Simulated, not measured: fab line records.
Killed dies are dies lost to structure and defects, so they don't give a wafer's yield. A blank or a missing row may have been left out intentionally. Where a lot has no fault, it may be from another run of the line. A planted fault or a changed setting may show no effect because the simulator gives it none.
Which tool did it? || flow gf180mcu || 18 wafers from 6 lots sampled at 2 of the route's 602 steps

WHAT EACH GAUGE READ, for each wafer
GF_VT_IMPLANT_TW_MEAS_43.
{"lot": "L233", "measured": "day 8 15:33", "on": "film_metro-03", "VT_IMPLANT_4_TW": "765 764 761"}
{"lot": "L235", "measured": "day 9 01:52", "on": "film_metro-03", "VT_IMPLANT_4_TW": "699 701 696"}
{"lot": "L243", "measured": "day 11 12:33", "on": "film_metro-04", "VT_IMPLANT_4_TW": "698 698 696"}
{"lot": "L246", "measured": "day 12 09:46", "on": "film_metro-04", "VT_IMPLANT_4_TW": "692 692 688"}
{"lot": "L248", "measured": "day 12 20:07", "on": "film_metro-02", "VT_IMPLANT_4_TW": "691 694 691"}
{"lot": "L251", "measured": "day 13 16:34", "on": "film_metro-03", "VT_IMPLANT_4_TW": "700 698 697"}

WHAT TOOL EACH LOT RAN ON (gives the tool, then ch and the chambers of the sampled wafers, and finally the start)
{"lot": "L233", "GF_VT_IMPLANT_IMPLANT_41": "implanter-01 ch 0, day 8 15:18"}
{"lot": "L235", "GF_VT_IMPLANT_IMPLANT_41": "implanter-04 ch 0, day 9 01:39"}
{"lot": "L243", "GF_VT_IMPLANT_IMPLANT_41": "implanter-04 ch 0, day 11 12:18"}
{"lot": "L246", "GF_VT_IMPLANT_IMPLANT_41": "implanter-02 ch 0, day 12 09:31"}
{"lot": "L248", "GF_VT_IMPLANT_IMPLANT_41": "implanter-01 ch 0, day 12 19:52"}
{"lot": "L251", "GF_VT_IMPLANT_IMPLANT_41": "implanter-04 ch 0, day 13 16:19"}
- GF_VT_IMPLANT_IMPLANT_41

THE ANSWER, worked out from the rows above alone
Rule: the usual values come from the lots themselves. Put in order of their means at a reading, lots are off if they are a third of the lots or fewer, leave a main group of 4 or more, and stand apart from it by a gap of 3 or more times the standard deviation of the main group's means; of several such gaps the widest counts. If all means in a main group match to the digits the tables above print for the reading, that group is not used. A lot without any number at a reading at which 4 lots or more have one is off too. Where the step has rows for the other lots, those lots are counted as sound.
Off: L233, seen at GF_VT_IMPLANT_TW_MEAS_43 (VT_IMPLANT_4_TW). The main group has a mean of 695 with a standard deviation of 3.4.
A tool fits if, at a process step before that reading, it ran every lot that is off, and no sound lot after the first of them. Gauges at GF_VT_IMPLANT_TW_MEAS_43: tried the same way as those tools. Of those tried, none fits.

WHAT THE SIMULATOR PUT IN
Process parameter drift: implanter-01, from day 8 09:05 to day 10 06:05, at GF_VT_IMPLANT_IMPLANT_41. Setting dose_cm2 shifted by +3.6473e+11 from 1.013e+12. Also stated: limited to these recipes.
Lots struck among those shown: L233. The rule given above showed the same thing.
